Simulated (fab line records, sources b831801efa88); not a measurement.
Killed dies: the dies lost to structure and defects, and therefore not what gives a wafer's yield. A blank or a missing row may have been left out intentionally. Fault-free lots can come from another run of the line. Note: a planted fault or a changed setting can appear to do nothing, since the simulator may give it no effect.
Which of the tools did it? || flow sky130 || 6 lots with 18 wafers sampled at 2 steps, on a route of 708 steps

WHAT THE GAUGES SHOWED, per wafer
SKY_METAL3_CD_MEAS_13 targets a cd of 300 nm.
{"lot": "L351", "measured": "day 39 21:32", "on": "cd-sem-02", "cd-nm (nm)": "298.9 298.1 299.4"}
{"lot": "L353", "measured": "day 40 10:08", "on": "cd-sem-02", "cd-nm (nm)": "300.4 299.3 300.3"}
{"lot": "L352", "measured": "day 40 17:48", "on": "cd-sem-02", "cd-nm (nm)": "302.0 302.3 302.9"}
{"lot": "L358", "measured": "day 41 21:43", "on": "cd-sem-01", "cd-nm (nm)": "300.6 300.6 301.3"}
{"lot": "L361", "measured": "day 42 08:18", "on": "cd-sem-01", "cd-nm (nm)": "300.9 299.8 301.5"}
{"lot": "L368", "measured": "day 44 11:13", "on": "cd-sem-01", "cd-nm (nm)": "300.8 299.0 299.3"}

WHAT TOOL EACH LOT RAN ON (gives the tool, then ch and the chambers of the sampled wafers, and finally the start)
{"lot": "L351", "SKY_CAPM_METAL_ETCH_13": "rie-metal-02 ch 0,1, day 38 19:17"}
{"lot": "L353", "SKY_CAPM_METAL_ETCH_13": "rie-metal-01 ch 0,1, day 39 09:12"}
{"lot": "L352", "SKY_CAPM_METAL_ETCH_13": "rie-metal-01 ch 0,1, day 39 16:54"}
{"lot": "L358", "SKY_CAPM_METAL_ETCH_13": "rie-metal-02 ch 0,1, day 40 21:03"}
{"lot": "L361", "SKY_CAPM_METAL_ETCH_13": "rie-metal-01 ch 0,1, day 41 07:52"}
{"lot": "L368", "SKY_CAPM_METAL_ETCH_13": "rie-metal-04 ch 1, day 43 11:48"}
- SKY_CAPM_METAL_ETCH_13: etches TiN in Cl2/BCl3, stops on SiO2, target depth 220 nm, time 62.9 s.

THE ANSWER, worked out from the rows above alone
Rule: the usual values come from the lots themselves. Put in order of their means at a reading, lots are off if they are a third of the lots or fewer, leave a main group of 4 or more, and stand apart from it by a gap of 3 or more times the standard deviation of the main group's means; of several such gaps the widest counts. Not used: any main group whose means are identical at the precision the tables above print for the reading. Also off: a lot with no number at a reading for which 4 or more lots have one. Any other lot the step has rows for is counted as sound.
Nothing can be told from this: no lot is off at any reading shown.

WHAT THE SIMULATOR HAD PUT IN
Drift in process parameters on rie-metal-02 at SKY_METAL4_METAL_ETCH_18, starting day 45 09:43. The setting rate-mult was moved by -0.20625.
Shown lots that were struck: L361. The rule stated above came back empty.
